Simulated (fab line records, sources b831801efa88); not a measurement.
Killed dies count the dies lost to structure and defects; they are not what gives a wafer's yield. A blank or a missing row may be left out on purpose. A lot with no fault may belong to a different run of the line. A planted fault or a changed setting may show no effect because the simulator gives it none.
Problem report, 8D (eight disciplines) form, completed by code	flow sky130	the parts of the form that need people (team, actions taken, sign-off) are left out

## 1. WHAT WENT WRONG
Wafers without a fault read 131.01, standard deviation 0.13; exposure_dose_mJ_cm2 at SKY_RES_PROTECT_EXPOSE_04 reads a mean of 127.23 on 9 wafers belonging to 3 lots. That puts it -29 standard deviations away from the usual mean.
The step: exposes mask RPM, target cd 1270 nm.
Seen first at day 21 14:50 on iline_stepper-01, wafer L346.1. The record has a number at this step for 39 wafers belonging to 13 lots. By rule, "out" or "out of limits" means more than 4 standard deviations away from the usual mean. The other wafers with a number count as sound.

## 2. WHAT IT IS, WHAT IT ISN'T
question	is	is not
which readings at this step	exposure_dose_mJ_cm2	-
which lots	L346, L349, L350	L327, L328, L329, L330, L331, L332, L336, L338, L339, L348
which wafers of those lots	all that have a number	-
read on which tools	iline_stepper-01	iline_stepper-02
when	from day 21 14:50	up to then (27 sound wafers); but 3 sound wafers of L348 came after

## 3. THE SUSPECTS, EACH WITH WHAT RULES IT OUT
Counting: a tool at a process step up to the reading stays a suspect if it ran every lot that is out and no sound lot after the first of them.
- iline_stepper-01 at SKY_RES_PROTECT_EXPOSE_04 (exposes mask RPM, target cd 1270 nm): kept. Every lot that is out went through it, starting with L346 (day 21 14:50), and after that it ran no sound lot; the last sound lot it ran before then is L338 (day 18 17:10). Its own readings are out on those wafers: exposure_dose_mJ_cm2.
After counting, what remains is iline_stepper-01 at SKY_RES_PROTECT_EXPOSE_04.

## 4. THE CAUSE (what the simulator had put in)
Drift in process parameters on iline_stepper-01 at SKY_RES_PROTECT_EXPOSE_04, starting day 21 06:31. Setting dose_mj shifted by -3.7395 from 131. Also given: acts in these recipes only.
Only this tool survived the counting.

## 5. SEQUENCE OF EFFECTS, ordered by route
One row per reading whose mean, taken over the struck wafers that have a number, lies over 3 standard deviations from the usual. Scope: only readings with a usual standard deviation given in the record; hours: median across lots of the time from each lot's start at the first step in this table that gives one to its start at this step; sigmas: change in usual standard deviations.
hours	step	reading	usual	on struck wafers	change	sigmas
0	SKY_RES_PROTECT_EXPOSE_04	exposure_dose_mJ_cm2	131.01	127.23	-3.78	-29
Process steps it contains:
- SKY_RES_PROTECT_EXPOSE_04: exposes mask RPM, target cd 1270 nm.

## 6. HOW IT WOULD HAVE BEEN CAUGHT EARLIER
8 hours passed between the start of the fault at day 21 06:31 and the first reading out of limits in this record, taken at day 21 14:50.
